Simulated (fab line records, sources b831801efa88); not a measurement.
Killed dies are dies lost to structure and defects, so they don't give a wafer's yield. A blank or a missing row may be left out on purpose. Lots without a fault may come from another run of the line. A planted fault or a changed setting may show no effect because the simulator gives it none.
Chamber matching | flow gf180mcu | GF_CONTACT_ETCH_17 on rie_diel-02: 4 sister chambers
The step etches SiO2 in C4F8/O2/Ar, stops on CoSi2, target depth 860 nm. 14 wafers are shown with their chamber, then 7 later ones without.

WAFERS WITH THEIR CHAMBER
wafer  | chamber | oes_product_au (a.u.)
L652.1 | 0       | 0.805
L652.4 | 1       | 0.804
L652.6 | 2       | 0.807
L655.1 | 2       | 0.816
L655.3 | 1       | 0.819
L655.4 | 3       | 0.810
L662.3 | 3       | 0.816
L662.4 | 3       | 0.808
L662.6 | 2       | 0.813
L663.3 | 2       | 0.811
L663.4 | 0       | 0.813
L663.5 | 2       | 0.814
L664.1 | 0       | 0.817
L664.3 | 2       | 0.810

SIGNATURES (means of the wafers above)
reading        | chamber 0 | chamber 1 | chamber 2 | chamber 3 | scatter within a chamber
oes_product_au | 0.81167   | 0.81150   | 0.81183   | 0.81133   | 0.00522
Rule: a wafer's distance from a chamber is the root of the sum, over the readings, of the square of ((its reading less the chamber's mean) divided by the reading's scatter). The wafer belongs to the nearest chamber; if the next one is less than 2 further off, it can't be placed. The scatter: the root of (the sum of the squares of (reading less its chamber's mean) over the shown wafers, divided by (wafers less chambers)).

WAFERS WITHOUT THEIR CHAMBER
wafer  | oes_product_au (a.u.)
L664.4 | 0.818
L669.1 | 0.809
L669.3 | 0.808
L669.5 | 0.817
L671.1 | 0.811
L671.2 | 0.815
L671.4 | 0.813

WHICH CHAMBER EACH WENT THROUGH
wafer  | from the rows above               | in truth
L664.4 | can't be placed: 2 or 0 or 1 or 3 | 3
L669.1 | can't be placed: 3 or 1 or 0 or 2 | 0
L669.3 | can't be placed: 3 or 1 or 0 or 2 | 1
L669.5 | can't be placed: 2 or 0 or 1 or 3 | 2
L671.1 | can't be placed: 3 or 1 or 0 or 2 | 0
L671.2 | can't be placed: 2 or 0 or 1 or 3 | 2
L671.4 | can't be placed: 2 or 0 or 1 or 3 | 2
Placed correctly: 0 of 7. Can't be placed from these rows: 7 (the true chamber is among the candidates in 7). Placed wrongly: 0.
